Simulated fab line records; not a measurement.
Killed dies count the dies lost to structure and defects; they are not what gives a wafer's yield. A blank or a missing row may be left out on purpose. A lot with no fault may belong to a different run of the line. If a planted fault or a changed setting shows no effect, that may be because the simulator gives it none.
Chamber matching	flow sky130	SKY_VIA1_CMP_24 on cmp-01 has 4 sister chambers
The step polishes, stops on SiO2, t overpolish 15 s, target thk 0 nm. 8 wafers are shown with their chamber, then 12 later ones without.

== WAFERS WITH THEIR CHAMBER ==
wafer	chamber	motor current A (A)	time to endpoint s (s)
L081.1	1	11.1	61
L082.6	2	11.3	62
L084.2	1	11.1	63
L085.2	2	12.6	59
L085.3	0	10.8	65
L087.2	0	10.7	66
L087.4	3	14.0	60
L087.6	3	13.2	69

== WAFERS MISSING THEIR CHAMBER ==
wafer	motor current A (A)	time to endpoint s (s)
L089.2	10.5	63
L089.3	12.3	63
L089.4	13.6	62
L091.1	10.9	64
L091.4	13.7	66
L091.5	11.7	61
L093.1	12.3	59
L093.2	11.0	61
L093.6	11.3	64
L094.4	11.6	60
L094.5	11.1	64
L094.6	13.2	61

== THE CHAMBER EACH PASSED THROUGH ==
wafer	from the rows above	in truth
L089.2	can't be placed: 0 or 1 or 2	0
L089.3	can't be placed: 2 or 1 or 3 or 0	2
L089.4	3	3
L091.1	can't be placed: 0 or 1 or 2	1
L091.4	3	3
L091.5	can't be placed: 2 or 1 or 0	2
L093.1	can't be placed: 2 or 1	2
L093.2	can't be placed: 1 or 0 or 2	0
L093.6	can't be placed: 1 or 0 or 2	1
L094.4	can't be placed: 2 or 1 or 0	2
L094.5	can't be placed: 1 or 0 or 2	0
L094.6	can't be placed: 3 or 2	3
Placed correctly: 2 of 12. Unplaceable from these rows: 10, with the true chamber sitting among the candidates in 10. 0 placed wrongly.
How it was worked out, from the rows above alone: a wafer's distance from a chamber is the root of the sum, over the readings, of the square of ((its reading less the chamber's mean) divided by the reading's scatter). The wafer belongs to the nearest chamber; if the next one is less than 2 further off, it can't be placed. A chamber's mean is the mean of its shown wafers. The scatter: the root of (the sum of the squares of (reading less its chamber's mean) over the shown wafers, divided by (wafers less chambers)).
